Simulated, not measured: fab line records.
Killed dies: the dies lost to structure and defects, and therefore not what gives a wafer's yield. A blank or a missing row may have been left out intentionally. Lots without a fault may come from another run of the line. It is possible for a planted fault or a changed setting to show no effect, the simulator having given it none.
Comparing a struck lot with a sound one ; flow sky130 ; 44 steps out of a route of 708
Sound: wafers L836.1, L836.2, L836.4. Struck: wafer L829.3 (left out: L829.5, a lot-mate that was not struck); the cause follows at the end.
For every step that has rows: the tool of each side, followed by ch and its chambers, followed by its first start. Under that, the readings that differ: sound wafers ; struck wafers ; difference of the means ; sigmas: that difference in standard deviations of wafers without a fault.
alike: readings whose means differ by less than 2 such deviations, and words and numbers that are the same on both sides. not compared: withheld readings, readings that some wafer has no value for, bounds like >300 that may hide the same value, and numbers for which the record gives no deviation and whose values overlap.
A row with sigmas, a row that says differs or no value, or rows on one side alone: a step with any of these is where the two part. Numbers that have no deviation but don't overlap get no sigmas and don't part them. Lack of a reading on every wafer of one side parts them only where that side has two or more wafers.

first, 4 steps without rows for these wafers: SKY_VIA4_STRIP_14 (strips in post etch residue remover, time 1200 s); SKY_VIA4_CLEAN_15 (cleans in IPA, time 180 s); SKY_VIA4_CLEAN_16 (cleans in O3/DIW); SKY_VIA4_SPUTTER_17 (material TiN, target thk 20 nm, time 80 s).
SKY_VIA4_CVD_18: deposits W, target thk 505 nm, time 152.14 s.
  sound on cvd_w-01 ch 0,1, day 47 08:50; struck on cvd_w-01 ch 0, day 46 08:08
  alike: heater_power_w
SKY_VIA4_RS_MEAS_19: a four-point-probe measurement.
  sound on film_metro-02, day 47 08:59; struck on film_metro-01, day 46 08:16
reading;sound;struck;difference;sigmas
VIA4_W_RS (ohm/sq);0.2214 0.2206 0.2222;0.2281;+0.0067;+3
SKY_VIA4_THK_MEAS_20: measures by xrf.
  sound on film_metro-02, day 47 09:07; struck on film_metro-01, day 46 08:22
reading;sound;struck;difference;sigmas
VIA4_W_THK (nm);531 531 526;516;-13;-2
then, 1 step without rows for these wafers: SKY_VIA4_CMP_21 (polishes, stops on SiO2, t overpolish 25 s, target thk 0 nm).
SKY_METAL5_SPUTTER_00: material Ti, target thk 15 nm, time 10 s.
  sound on pvd_sputter-04, day 47 09:28; struck on pvd_sputter-03, day 46 09:08
  alike: throttle_valve_pct
then, 2 steps without rows for these wafers: SKY_METAL5_SPUTTER_01 (material TiN, target thk 20 nm, time 16.7 s); SKY_METAL5_SPUTTER_02 (material AlCu, target thk 1150 nm, time 61.2 s).
SKY_METAL5_SPUTTER_03: material Ti, target thk 5 nm, time 3.3 s.
  sound on pvd_sputter-04, day 47 09:34; struck on pvd_sputter-03, day 46 09:14
  alike: throttle_valve_pct
SKY_METAL5_SPUTTER_04: material TiN, target thk 70 nm, time 58.3 s.
  sound on pvd_sputter-04, day 47 09:35; struck on pvd_sputter-03, day 46 09:15
reading;sound;struck;difference;sigmas
model.TiN_of_METAL5_SPUTTER_04.thk_nm (nm);70.15 69.44 70.26;100.5;+30.5;
  alike: throttle_valve_pct
SKY_METAL5_RS_MEAS_05: a four-point-probe measurement.
  sound on film_metro-03, day 47 09:38; struck on film_metro-03, day 46 09:21
  alike: METAL5_ALCU_RS
SKY_METAL5_THK_MEAS_06: measures by xrf.
  sound on film_metro-03, day 47 09:45; struck on film_metro-03, day 46 09:27
reading;sound;struck;difference;sigmas
METAL5_ALCU_THK (nm);1130 1148 1142;1063;-77;-5
then, 8 steps without rows for these wafers: SKY_METAL5_DEHYDRATE_07 (time 60 s); SKY_METAL5_HMDS_08 (prime time 60 s); SKY_METAL5_COAT_09 (resist thk 1800 nm); SKY_METAL5_SOFTBAKE_10 (time 60 s); SKY_METAL5_EXPOSE_11 (exposes mask MM5, target cd 1600 nm); SKY_METAL5_PEB_12; SKY_METAL5_DEVELOP_13 (develop time 60 s); SKY_METAL5_DESCUM_14 (chemistry O2, time 11 s).
SKY_METAL5_METAL_ETCH_15: etches the open film in Cl2/BCl3, stops on SiO2, target depth 1260 nm, time 252 s.
  sound on rie_metal-03 ch 0,1, day 48 04:52; struck on rie_metal-02 ch 0, day 47 05:10
reading;sound;struck;difference;sigmas
drypump_motor_current_A (A);6.3 6.0 6.0;4.7;-1.4;-2
  alike: oes_product_au, throttle_valve_pct
  not compared: rf_hours_counter_h
then, 1 step without rows for these wafers: SKY_METAL5_STRIP_16 (strips in O2/N2).
SKY_METAL5_STRIP_17: strips in post etch residue remover, time 1200 s.
  sound on wet_bench-03 ch 2, day 48 05:11; struck on wet_bench-01 ch 0, day 47 05:26
reading;sound;struck;difference;sigmas
model.TiN_of_METAL5_SPUTTER_04.thk_nm (nm);69.73 69.02 69.84;100.1;+30.6;
then, 3 steps without rows for these wafers: SKY_METAL5_CLEAN_18 (cleans in IPA, time 180 s); SKY_METAL5_CLEAN_19 (cleans in O3/DIW); SKY_PASSIVATION_CVD_00 (deposits SiO2, target thk 90 nm).
SKY_PASSIVATION_THK_MEAS_01:
  sound on film_metro-02, day 48 06:04; struck on film_metro-02, day 47 06:31
reading;sound;struck;difference;sigmas
PASSIVATION_CVD_00_THK (nm);88.6 87.6 90.3;91.5;+2.7;+2
SKY_PASSIVATION_CVD_02: deposits Si3N4, target thk 540 nm.
  sound on pecvd-02 ch 0,1, day 48 06:08; struck on pecvd-01 ch 0, day 47 06:34
  alike: heater_power_w
SKY_PASSIVATION_THK_MEAS_03:
  sound on film_metro-04, day 48 06:21; struck on film_metro-04, day 47 06:48
  alike: PASSIVATION_CVD_02_THK
then, 7 steps without rows for these wafers: SKY_PASSIVATION_DEHYDRATE_04 (time 60 s); SKY_PASSIVATION_HMDS_05 (prime time 60 s); SKY_PASSIVATION_COAT_06 (resist thk 3000 nm); SKY_PASSIVATION_SOFTBAKE_07; SKY_PASSIVATION_EXPOSE_08 (exposes mask NSM, target cd 3000 nm); SKY_PASSIVATION_PEB_09; SKY_PASSIVATION_DEVELOP_10 (develop time 60 s).
SKY_PASSIVATION_ETCH_11: etches the open film in CF4/O2, stops on AlCu, target depth 725 nm, time 161.1 s.
  sound on rie_diel-03 ch 1,2, day 49 01:19; struck on rie_diel-03 ch 3, day 48 02:13
reading;sound;struck;difference;sigmas
cf4_flow_sccm (sccm);79.61 79.61 79.91;80.27;+0.56;+2
oes_product_au (a.u.);0.983 0.977 0.983;0.999;+0.018;+3
model.PASSIVATION.feature_depth_nm (nm);706.7 702 716.9;728.1;+19.6;
  alike: drypump_motor_current_A, throttle_valve_pct
  not compared: rf_hours_counter_h
then, 2 steps without rows for these wafers: SKY_PASSIVATION_STRIP_12 (strips in O2/N2); SKY_PAD_OPEN_DEHYDRATE_00 (time 60 s).
SKY_PAD_OPEN_ETCH_07: etches the open film in CF4/O2, stops on AlCu, target depth 725 nm, time 161.1 s.
  sound on rie_diel-03 ch 0,1,2, day 49 18:34; struck on rie_diel-01 ch 1, day 48 21:13
reading;sound;struck;difference;sigmas
oes_product_au (a.u.);0.972 0.969 0.982;0.996;+0.022;+3
model.PAD_OPEN.feature_depth_nm (nm);706.7 702 716.9;728.1;+19.6;
  alike: cf4_flow_sccm, drypump_motor_current_A, throttle_valve_pct
  not compared: rf_hours_counter_h
following that, these wafers have no rows for 1 step: SKY_PAD_OPEN_PROBE_99.

WHERE THEY PART
Earliest at SKY_VIA4_RS_MEAS_19; latest, in this record, at SKY_PAD_OPEN_ETCH_07.

WHY: whatever the simulator had introduced
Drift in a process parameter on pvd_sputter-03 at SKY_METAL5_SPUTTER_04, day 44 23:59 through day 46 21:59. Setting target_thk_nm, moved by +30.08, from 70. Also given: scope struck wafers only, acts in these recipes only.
